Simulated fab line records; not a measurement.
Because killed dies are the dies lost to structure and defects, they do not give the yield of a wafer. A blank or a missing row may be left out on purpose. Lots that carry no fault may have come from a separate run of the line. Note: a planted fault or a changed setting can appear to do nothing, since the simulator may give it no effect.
fab line records    flow sky130
[record] lots = 6  wafers = 18  last-day = 49
route steps=708 shown GATE_OXIDE@191 POLY_GATE@204 PAD_OPEN@708
lots untouched by any fault: they come from a run of this same line in which no faults occurred
start-h: hours from the record's first day to the start of the lot's first wafer shown    wait-h: hours since the lot's step before    " same as the row above    L1.1+2: several wafers, shown together as one row    - no value, or no start given    * or withheld: withheld    < > ~ a bound
route shown NAME@n: a module of which the file shows steps, and the number in the route of the first    usual: mean/standard deviation of fault-free wafers    same: alike in all rows    chamber/n: place in a boat    sites: readings site by site    _std_site: the standard deviation of these    _edge_site: mean of outer sites minus mean of inner sites    radius-mm: how far each site lies from the wafer's centre    mask NAME#n: copy n    behind: tool/chamber where the wafer was last shaped    hold: the reason the lot was held/the length of the hold in hours/how it ended    device: the transistor (n, p or np) that didn't switch    end of line: at the end of the route, the tests of the same wafers    a step without rows: its recipe alone    killed: not the wafer's yield, but the dies lost to structure and defects at the first sort    map: dies across one wafer; x = killed, . = not, _ = none there
set.NAME: the run value of the setting; set.NAME@STEP: its run value at that earlier step    model.NAME: the simulator's own value behind a step, which no gauge read
lots seen at some steps along the route; tables by step, rows by wafer
services: a tool's chamber out of use, with start hour (start-h, from the record's first day; less than 0 if before it), hours out, and reason
[[steps]]
[step SKY_GATE_OXIDE_HMDS_04]
[recipe] prime-time-s = 60  prime-temp-c = 120
[step SKY_GATE_OXIDE_COAT_05]
[recipe] resist = NOVOLAK  spin-rpm = 3000  resist-thk-nm = 1140
[step SKY_GATE_OXIDE_SOFTBAKE_06]
[recipe] temp-c = 90  time-s = 60  resist = NOVOLAK
[step SKY_GATE_OXIDE_EXPOSE_07]
[recipe] mask-id = LVOM  na = 0.6  source-shape = conventional  sigma-outer = 0.6  polarization = unpolarized  target-cd-nm = 600  dose-mj = 170
[step SKY_GATE_OXIDE_PEB_08]
[recipe] temp-c = withheld  time-s = *  resist = NOVOLAK
[step SKY_GATE_OXIDE_DEVELOP_09]
[recipe] resist = NOVOLAK  developer = TMAH  develop-time-s = 60  dev-temp-c = 23
[step SKY_GATE_OXIDE_OVL_MEAS_10]
[usual] GATE_OXIDE_OVL = 0.5/1.8
lot.wafer  tool        chamber  start-h  wait-h  GATE_OXIDE_OVL[nm]
L838.2     overlay-02  -        311.45   0.1     0.0
L838.4     "           -        "        "       -0.2
L838.6     "           -        "        "       1.7
L840.3     overlay-02  -        332.36   0.1     -1.9
L840.4     "           -        "        "       -2.3
L840.6     "           -        "        "       -0.7
L845.2     overlay-02  -        375.84   0.1     -3.0
L845.4     "           -        "        "       1.0
L845.6     "           -        "        "       1.6
L850.1     overlay-02  -        411.04   0.1     3.1
L850.3     "           -        "        "       3.2
L850.6     "           -        "        "       2.5
L856.1     overlay-02  -        460.68   0.1     3.3
L856.2     "           -        "        "       0.2
L856.6     "           -        "        "       0.8
L858.2     overlay-02  -        478.84   0.1     1.9
L858.4     "           -        "        "       -0.5
L858.6     "           -        "        "       0.5
[step SKY_GATE_OXIDE_IMPLANT_11]
[recipe] species = B  energy-kev = 10  dose-cm2 = 2.6e+12  tilt-deg = withheld
[step SKY_GATE_OXIDE_WET_ETCH_12]
[recipe] chemistry = dHF  target-depth-nm = 16.8  dry = n2-spin  target = SiO2  dilution = 100:1  temp-c = 25  time-s = 336
[step SKY_GATE_OXIDE_STRIP_13]
[recipe] chemistry = O2/N2  power-w = 1400  pressure-mtorr = 1500  platen-temp-c = withheld  o2-flow-sccm = 3000  n2-flow-sccm = 300  overash-fraction = 0.5
[usual] drypump-motor-current-A = 6.05/0.26  oes-product-au = 0.716/0.0043  strip-time-to-endpoint-s = 14.18/0.039
lot.wafer  tool             chamber  start-h  wait-h  drypump-motor-current-A  oes-product-au  rf-hours-counter-h  strip-time-to-endpoint-s
L838.2     plasma-asher-01  0        311.74   0.0     5.82                     0.721           62                  14.15
L838.4     "                0        "        "       5.82                     0.720           -                   14.18
L838.6     "                0        "        "       5.79                     0.718           -                   14.15
L840.3     plasma-asher-02  0        332.68   0.0     6.07                     0.716           -                   14.18
L840.4     "                1        "        "       6.30                     0.712           -                   14.18
L840.6     "                0        "        "       6.05                     0.722           -                   14.14
L845.2     plasma-asher-02  0        376.13   0.0     6.10                     0.722           58                  14.19
L845.4     "                1        "        "       6.30                     0.711           -                   14.19
L845.6     "                1        "        "       6.32                     0.711           -                   14.20
L850.1     plasma-asher-03  0        411.33   0.0     5.70                     0.716           27                  14.16
L850.3     "                0        "        "       5.70                     0.717           -                   14.21
L850.6     "                0        "        "       5.71                     0.711           -                   14.20
L856.1     plasma-asher-03  0        460.97   0.0     5.71                     0.717           32                  14.18
L856.2     "                1        "        "       6.16                     0.714           32                  14.12
L856.6     "                0        "        "       5.70                     0.721           -                   14.14
L858.2     plasma-asher-02  0        479.12   0.0     6.07                     0.718           69                  14.23
L858.4     "                1        "        "       6.32                     0.707           -                   14.22
L858.6     "                0        "        "       6.07                     0.711           -                   14.23
[step SKY_GATE_OXIDE_TW_MEAS_14]
[usual] GATE_OXIDE_TW = 224.1/1.9
lot.wafer  tool           chamber  start-h  wait-h  GATE_OXIDE_TW
L838.2     film-metro-01  -        311.85   0.1     226.2
L838.4     "              -        "        "       226.2
L838.6     "              -        "        "       226.0
L840.3     film-metro-01  -        332.77   0.1     222.5
L840.4     "              -        "        "       223.9
L840.6     "              -        "        "       223.2
L845.2     film-metro-01  -        376.24   0.1     222.7
L845.4     "              -        "        "       222.6
L845.6     "              -        "        "       224.2
L850.1     film-metro-03  -        411.43   0.1     223.3
L850.3     "              -        "        "       224.2
L850.6     "              -        "        "       224.6
L856.1     film-metro-04  -        461.07   0.1     225.5
L856.2     "              -        "        "       227.5
L856.6     "              -        "        "       227.0
L858.2     film-metro-04  -        479.23   0.1     226.5
L858.4     "              -        "        "       226.3
L858.6     "              -        "        "       228.2
[step SKY_GATE_OXIDE_CLEAN_15]
[recipe] chemistry = SC1/SC2  mix = 1:4:20  temp-c = 70  time-s = 150  dry = n2-spin
[step SKY_GATE_OXIDE_OXIDATION_16]
[recipe] temp-c = 800  ambient = O2  idle-temp-c = 700  ramp-up-c-per-min = 10  ramp-down-c-per-min = 3  stabilise-s = 600  purge-s = 300  target-thk-a = 35.7  ox-time-s = 1915
[usual] spike-tc-bottom-C = 818.9/1.4  spike-tc-centre-C = 800.8/1.1  spike-tc-lower-C = 800.7/0.96  spike-tc-top-C = 815.3/1.8  spike-tc-upper-C = 801.8/1.1  tube-center-temp-C = 800/0.078  tube_center_temp_C_max = 802.1/0.32  zone-power-upper-pct = 15.25/0.27
lot.wafer  tool        chamber  start-h  wait-h  spike-tc-bottom-C  spike-tc-centre-C  spike-tc-lower-C  spike-tc-top-C  spike-tc-upper-C  tube-center-temp-C  tube_center_temp_C_max  zone-power-upper-pct  model.SiO2_of_GATE_OXIDE_OXIDATION_01.thk-nm
L838.2     furnace-01  0        312.82   0.9     818.2              801.6              801.4             815.1           803.0             799.95              802.3                   15.62                 11.46
L838.4     "           0        "        "       817.9              800.4              802.5             817.9           802.2             800                 801.6                   15.72                 11.81
L838.6     "           0        "        "       817.4              802.2              800.0             816.5           802.1             800.03              802.0                   15.43                 11.62
L840.3     furnace-02  0        332.97   0.1     820.9              801.3              799.9             814.2           801.4             800.03              801.9                   15.34                 11.86
L840.4     "           0        "        "       818.7              800.3              799.4             813.8           803.1             800                 802.0                   15.11                 11.68
L840.6     "           0        "        "       820.6              801.2              800.0             813.8           801.5             799.96              801.9                   15.05                 11.7
L845.2     furnace-01  0        376.86   0.5     817.8              801.1              801.8             818.0           801.6             799.94              801.8                   15.66                 11.58
L845.4     "           0        "        "       819.9              801.7              801.8             816.3           801.6             799.97              801.8                   15.54                 11.52
L845.6     "           0        "        "       816.3              801.1              802.8             816.9           802.8             800.17              802.2                   15.61                 11.46
L850.1     furnace-01  0        412.25   0.7     817.2              799.9              800.7             814.6           801.5             799.99              802.0                   15.71                 11.78
L850.3     "           0        "        "       818.1              801.5              798.9             816.8           799.9             800.15              801.9                   15.29                 11.89
L850.6     "           0        "        "       819.2              801.9              800.3             816.9           802.8             800.05              802.1                   15.79                 11.8
L856.1     furnace-02  0        461.54   0.4     803.8              783.8              783.0             798.1           783.5             783.45              785.3                   14.63                 11.34
L856.2     "           0        "        "       804.1              783.1              785.1             798.1           786.2             783.23              785.7                   14.63                 11.32
L856.6     "           0        "        "       803.2              784.4              782.3             797.8           784.0             783.41              785.6                   14.46                 11.34
L858.2     furnace-02  0        479.33   0.0     802.7              784.0              784.1             798.0           786.0             783.46              785.6                   14.60                 11.23
L858.4     "           0        "        "       804.0              782.7              784.2             798.2           784.5             783.46              785.3                   14.54                 11.28
L858.6     "           0        "        "       802.8              785.4              783.7             798.9           784.3             783.3               785.1                   14.31                 11.34
[step SKY_POLY_GATE_CVD_00]
[recipe] material = poly-Si  target-thk-nm = 180  temp-c = 620  time-s = 720  pressure-mtorr = 200
[step SKY_PAD_OPEN_PROBE_99]
[usual] killed_at_M0_to_M3 = 43/6.8  killed_at_M4_up = 3.3/2.1  killed-at-contacts = 24/5  killed-at-front-end = 15/4.4  killed-at-other = 0.3/0.57  killed-dies = 86/9.7  killed-open = 47/7.3  killed-short = 39/6.1
[same] gross-dies = 492  killed-at-back-side = 0
lot.wafer  tool       chamber  start-h  wait-h  killed_at_M0_to_M3  killed_at_M4_up  killed-at-contacts  killed-at-front-end  killed-at-other  killed-dies  killed-open  killed-short  model.etest.tip-sonos.rs-ohm-sq  model.etest.nfet_01v8_lvt.drive-ua-um  model.etest.nfet_01v8_swapped.drive-ua-um  model.etest.nfet_01v8.r-on-ohm-um  model.etest.nfet_01v8_turned.drive-ua-um  model.etest.nfet_01v8.drive-ua-um  model.etest.sram-nfet-pass.drive-ua-um  model.etest.nfet-g5v0d10v5.r-on-ohm-um
L838.2     prober-02  -        1078.57  0.1     40                  5                32                  12                   0                89           55           34            2623                             573.2                                  509                                        829.4                              508.5                                     503.3                              492.4                                   1871
L838.4     prober-02  -        1078.67  0.2     22                  3                26                  23                   0                74           45           29            2664                             583.8                                  510.9                                      817.1                              516.4                                     509.7                              494.9                                   1898
L838.6     prober-02  -        1078.77  0.2     46                  2                16                  24                   0                88           46           42            2656                             573.7                                  499.6                                      838.9                              498.5                                     499.8                              482.2                                   1863
L840.3     prober-02  -        1093.77  0.2     41                  8                17                  15                   1                82           37           45            2722                             568                                    501.3                                      832.7                              499.8                                     500.9                              515.8                                   1910
L840.4     prober-02  -        1093.82  0.2     40                  4                25                  16                   0                85           45           39            2680                             588.3                                  518.8                                      810.6                              516.7                                     513.2                              522.1                                   1893
L840.6     prober-02  -        1093.92  0.2     35                  3                24                  18                   0                80           41           39            2675                             561.7                                  492.8                                      851.9                              496.1                                     493.4                              477.8                                   1884
L845.2     prober-01  -        1128.82  0.1     43                  4                18                  12                   0                77           35           41            2677                             563.5                                  496.3                                      846.2                              496.4                                     494.8                              478.8                                   1867
L845.4     prober-01  -        1128.92  0.2     42                  2                18                  18                   0                80           42           37            2617                             567.4                                  495.8                                      847                                492                                       491.7                              476.4                                   1858
L845.6     prober-01  -        1129.02  0.2     39                  1                21                  7                    0                68           43           25            2645                             575.9                                  503.3                                      827.3                              502.4                                     501.6                              498.8                                   1863
L850.1     prober-02  -        1150.95  0.1     44                  7                23                  27                   0                101          56           45            2708                             577.6                                  506.8                                      813.6                              504.4                                     511.2                              485.2                                   1877
L850.3     prober-02  -        1151.05  0.2     45                  1                28                  15                   1                90           47           43            2747                             591.8                                  514.6                                      804.8                              519.4                                     515.2                              492.2                                   1862
L850.6     prober-02  -        1151.20  0.2     38                  6                21                  13                   0                78           43           35            2697                             597.5                                  529.2                                      792.9                              530.7                                     524.2                              516.1                                   1862
L856.1     prober-02  -        1176.86  0.1     39                  2                21                  10                   0                72           37           33            2553                             601.5                                  533.3                                      799.3                              527.7                                     527.8                              506.8                                   1851
L856.2     prober-02  -        1176.91  0.1     43                  2                21                  10                   0                76           40           34            2538                             603.9                                  535                                        803.1                              532.2                                     531.2                              506                                     1859
L856.6     prober-02  -        1177.11  0.2     40                  6                27                  9                    0                82           51           31            2524                             587.1                                  519.1                                      807.3                              522.1                                     520.5                              517.1                                   1843
L858.2     prober-02  -        1186.76  0.1     48                  4                25                  17                   0                94           55           39            2587                             627.7                                  556.5                                      774                                554.9                                     553.9                              551.2                                   1798
L858.4     prober-02  -        1186.86  0.2     44                  4                31                  18                   0                97           54           43            2617                             623.7                                  549.7                                      786.7                              554.8                                     549                                545.1                                   1841
L858.6     prober-02  -        1186.96  0.2     33                  0                15                  21                   0                69           33           36            2630                             635.9                                  560                                        779.3                              560.6                                     563.1                              549.6                                   1857
// killed by level:class
L838.2 CONTACT:geometric-particle:open=12 VIA2:geometric-particle:open=11 VIA1:geometric-particle:open=10 LI_CONTACT:geometric-particle:open=8 FIELD_ISO:geometric-particle:short=6 METAL4:geometric-particle:short=5 METAL1:geometric-particle:short=5 CONTACT:geometric-particle:short=4
L838.4 CONTACT:geometric-particle:open=10 POLY_GATE:geometric-particle:open=6 LI_CONTACT:geometric-particle:open=6 POLY_GATE:geometric-particle:short=5 VIA3:geometric-particle:open=5 FIELD_ISO:geometric-particle:open=4 LOCAL_INTERCONNECT:geometric-particle:short=4 VIA1:geometric-particle:open=4
L838.6 VIA1:geometric-particle:open=10 VIA3:geometric-particle:open=9 FIELD_ISO:geometric-particle:short=8 LI_CONTACT:geometric-particle:open=6 FIELD_ISO:geometric-particle:open=5 POLY_GATE:geometric-particle:open=5 POLY_GATE:geometric-particle:short=5 CONTACT:geometric-particle:open=5
L840.3 CONTACT:geometric-particle:short=9 VIA1:geometric-particle:open=9 FIELD_ISO:geometric-particle:open=6 METAL4:geometric-particle:short=6 METAL3:geometric-particle:short=6 VIA3:geometric-particle:open=6 POLY_GATE:geometric-particle:short=4 CONTACT:geometric-particle:open=4
L840.4 CONTACT:geometric-particle:open=8 VIA1:geometric-particle:open=8 VIA3:geometric-particle:open=8 LI_CONTACT:geometric-particle:open=6 CONTACT:geometric-particle:short=5 METAL1:geometric-particle:short=5 VIA1:geometric-particle:short=5 POLY_GATE:geometric-particle:short=4
L840.6 CONTACT:geometric-particle:open=9 VIA1:geometric-particle:short=7 VIA1:geometric-particle:open=7 FIELD_ISO:geometric-particle:open=6 VIA2:geometric-particle:open=6 LI_CONTACT:geometric-particle:open=5 CONTACT:geometric-particle:short=5 POLY_GATE:geometric-particle:short=4
L845.2 CONTACT:geometric-particle:open=6 METAL2:geometric-particle:short=6 VIA2:geometric-particle:short=6 VIA3:geometric-particle:open=5 METAL1:geometric-particle:short=5 FIELD_ISO:geometric-particle:open=4 LI_CONTACT:geometric-particle:short=4 LOCAL_INTERCONNECT:geometric-particle:short=4
L845.4 LI_CONTACT:geometric-particle:open=7 VIA1:geometric-particle:open=7 VIA2:geometric-particle:open=7 POLY_GATE:geometric-particle:short=6 VIA3:geometric-particle:open=6 VIA2:geometric-particle:short=6 POLY_GATE:geometric-particle:open=5 METAL1:geometric-particle:short=5
L845.6 CONTACT:geometric-particle:open=11 VIA3:geometric-particle:open=9 VIA2:geometric-particle:open=7 VIA1:geometric-particle:open=6 LOCAL_INTERCONNECT:geometric-particle:short=4 METAL2:geometric-particle:short=4 FIELD_ISO:geometric-particle:open=3 VIA2:geometric-particle:short=3
L850.1 CONTACT:geometric-particle:open=12 POLY_GATE:geometric-particle:open=9 FIELD_ISO:geometric-particle:open=7 METAL4:geometric-particle:short=7 VIA1:geometric-particle:open=7 FIELD_ISO:geometric-particle:short=6 METAL1:geometric-particle:short=6 METAL2:geometric-particle:short=6
L850.3 CONTACT:geometric-particle:open=10 METAL2:geometric-particle:short=8 LI_CONTACT:geometric-particle:open=8 VIA3:geometric-particle:open=8 VIA1:geometric-particle:short=7 VIA1:geometric-particle:open=7 LOCAL_INTERCONNECT:geometric-particle:short=5 METAL1:geometric-particle:short=4
L850.6 VIA2:geometric-particle:open=10 CONTACT:geometric-particle:open=9 VIA1:geometric-particle:open=6 FIELD_ISO:geometric-particle:open=5 LI_CONTACT:geometric-particle:open=5 METAL1:geometric-particle:short=4 VIA3:geometric-particle:short=4 POLY_GATE:geometric-particle:open=3
L856.1 VIA1:geometric-particle:open=8 CONTACT:geometric-particle:open=6 METAL2:geometric-particle:short=6 VIA2:geometric-particle:open=6 VIA3:geometric-particle:open=6 CONTACT:geometric-particle:short=5 FIELD_ISO:geometric-particle:open=4 LI_CONTACT:geometric-particle:open=4
L856.2 CONTACT:geometric-particle:open=13 VIA1:geometric-particle:open=8 VIA2:geometric-particle:open=6 METAL3:geometric-particle:short=6 VIA3:geometric-particle:open=6 METAL1:geometric-particle:short=5 FIELD_ISO:geometric-particle:short=4 CONTACT:geometric-particle:short=3
L856.6 VIA1:geometric-particle:open=14 LI_CONTACT:geometric-particle:open=12 CONTACT:geometric-particle:short=6 CONTACT:geometric-particle:open=5 VIA3:geometric-particle:open=5 VIA1:geometric-particle:short=4 FIELD_ISO:geometric-particle:open=4 METAL1:geometric-particle:short=4
L858.2 VIA3:geometric-particle:open=10 CONTACT:geometric-particle:open=8 VIA1:geometric-particle:open=8 LI_CONTACT:geometric-particle:open=7 METAL2:geometric-particle:short=7 METAL1:geometric-particle:short=7 LOCAL_INTERCONNECT:geometric-particle:short=6 VIA2:geometric-particle:open=5
L858.4 VIA1:geometric-particle:open=14 LI_CONTACT:geometric-particle:open=9 CONTACT:geometric-particle:open=9 POLY_GATE:geometric-particle:open=6 VIA2:geometric-particle:open=6 CONTACT:geometric-particle:short=5 LOCAL_INTERCONNECT:geometric-particle:short=5 METAL1:geometric-particle:short=4
L858.6 VIA1:geometric-particle:open=10 FIELD_ISO:geometric-particle:short=8 CONTACT:geometric-particle:open=7 METAL1:geometric-particle:short=6 METAL3:geometric-particle:short=6 POLY_GATE:geometric-particle:short=4 LI_CONTACT:geometric-particle:open=4 VIA1:geometric-particle:short=4
[[services]]
tool             chamber  start-h  hours  kind
furnace-02       -        298.46   3.9    pm
furnace-01       -        367.70   3.7    pm
plasma-asher-03  -        373.65   14.6   pm
furnace-02       -        465.83   3.2    pm
plasma-asher-01  -        473.88   1.2    repair
[[key]]
[first-sign] step = SKY_GATE_OXIDE_OXIDATION_16  reading = tube-center-temp-C  direction = down  sigmas = 99+  usual = *  struck = *
[effect] step = SKY_GATE_OXIDE_OXIDATION_16  reading = tube_center_temp_C_max  direction = down  sigmas = 51  usual = *  struck = *
[model-effect] step = SKY_GATE_OXIDE_OXIDATION_16  value = SiO2_of_GATE_OXIDE_OXIDATION_01.thk-nm  without = 11.75  struck = 11.31
[model-effect] step = SKY_PAD_OPEN_PROBE_99  value = etest.tip-sonos.rs-ohm-sq  without = 2669  struck = 2575
met-at SKY_GATE_OXIDE_OXIDATION_16
struck-wafers L856.1,L856.2,L856.6,L858.2,L858.4,L858.6
tester-left-out L856,L858
onset-between 332.97 461.54
[fault] kind = process-parameter-drift  tool = furnace-02  chamber = -  onset-h = 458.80  steps = SKY_GATE_OXIDE_OXIDATION_16  channel = temp-c  offset = *  shape = step  end-h = 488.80  acts-in = *  stated = *
// tester-left-out: of these lots the tester's yield and bins aren't shown, on N5 and GAA mostly nor the transistor test; their killed dies are dies lost to structure and defects alone, not to doping, threshold or leakage, so they don't give the yield
